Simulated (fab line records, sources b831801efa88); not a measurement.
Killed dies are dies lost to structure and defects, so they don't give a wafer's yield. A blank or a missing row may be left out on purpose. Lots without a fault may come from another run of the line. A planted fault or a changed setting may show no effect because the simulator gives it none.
Chamber matching | flow sky130 | SKY_VIA2_CMP_02 on cmp-01: 4 sister chambers
The step polishes SiO2. 24 wafers are shown with their chamber, then 12 later ones without.

WAFERS WITH THEIR CHAMBER
wafer  | chamber | motor_current_A (A)
L074.1 | 0       | 12.4
L074.2 | 2       | 11.9
L074.6 | 2       | 12.1
L074.3 | 3       | 12.1
L074.4 | 1       | 14.1
L074.5 | 3       | 12.6
L078.1 | 3       | 12.6
L078.3 | 0       | 12.9
L078.5 | 1       | 14.1
L081.1 | 2       | 12.1
L081.2 | 3       | 12.2
L081.5 | 0       | 12.3
L081.3 | 0       | 12.6
L081.4 | 1       | 14.9
L081.6 | 3       | 12.8
L083.3 | 0       | 13.0
L083.4 | 1       | 13.5
L083.6 | 2       | 12.3
L088.1 | 0       | 12.7
L088.2 | 1       | 14.5
L088.3 | 2       | 12.0
L089.2 | 0       | 12.7
L089.4 | 1       | 14.2
L089.6 | 2       | 12.5

SIGNATURES (means of the wafers above)
reading         | chamber 0 | chamber 1 | chamber 2 | chamber 3 | scatter within a chamber
motor_current_A | 12.657    | 14.217    | 12.150    | 12.460    | 0.32
Rule: a wafer's distance from a chamber is the root of the sum, over the readings, of the square of ((its reading less the chamber's mean) divided by the reading's scatter). The wafer belongs to the nearest chamber; if the next one is less than 2 further off, it can't be placed. The scatter: the root of (the sum of the squares of (reading less its chamber's mean) over the shown wafers, divided by (wafers less chambers)).

WAFERS WITHOUT THEIR CHAMBER
wafer  | motor_current_A (A)
L091.1 | 12.6
L091.2 | 12.7
L091.4 | 14.5
L093.1 | 14.4
L093.3 | 12.9
L093.6 | 14.2
L097.1 | 11.6
L097.2 | 12.0
L097.6 | 13.9
L097.3 | 13.2
L097.4 | 12.8
L097.5 | 13.2

WHICH CHAMBER EACH WENT THROUGH
wafer  | from the rows above               | in truth
L091.1 | can't be placed: 0 or 3 or 2      | 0
L091.2 | can't be placed: 0 or 3 or 2      | 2
L091.4 | 1                                 | 1
L093.1 | 1                                 | 1
L093.3 | can't be placed: 0 or 3 or 2      | 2
L093.6 | 1                                 | 1
L097.1 | can't be placed: 2 or 3 or 0      | 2
L097.2 | can't be placed: 2 or 3 or 0      | 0
L097.6 | 1                                 | 1
L097.3 | can't be placed: 0 or 3 or 1 or 2 | 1
L097.4 | can't be placed: 0 or 3 or 2      | 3
L097.5 | can't be placed: 0 or 3 or 1 or 2 | 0
Placed correctly: 4 of 12. Can't be placed from these rows: 8 (the true chamber is among the candidates in 8). Placed wrongly: 0.
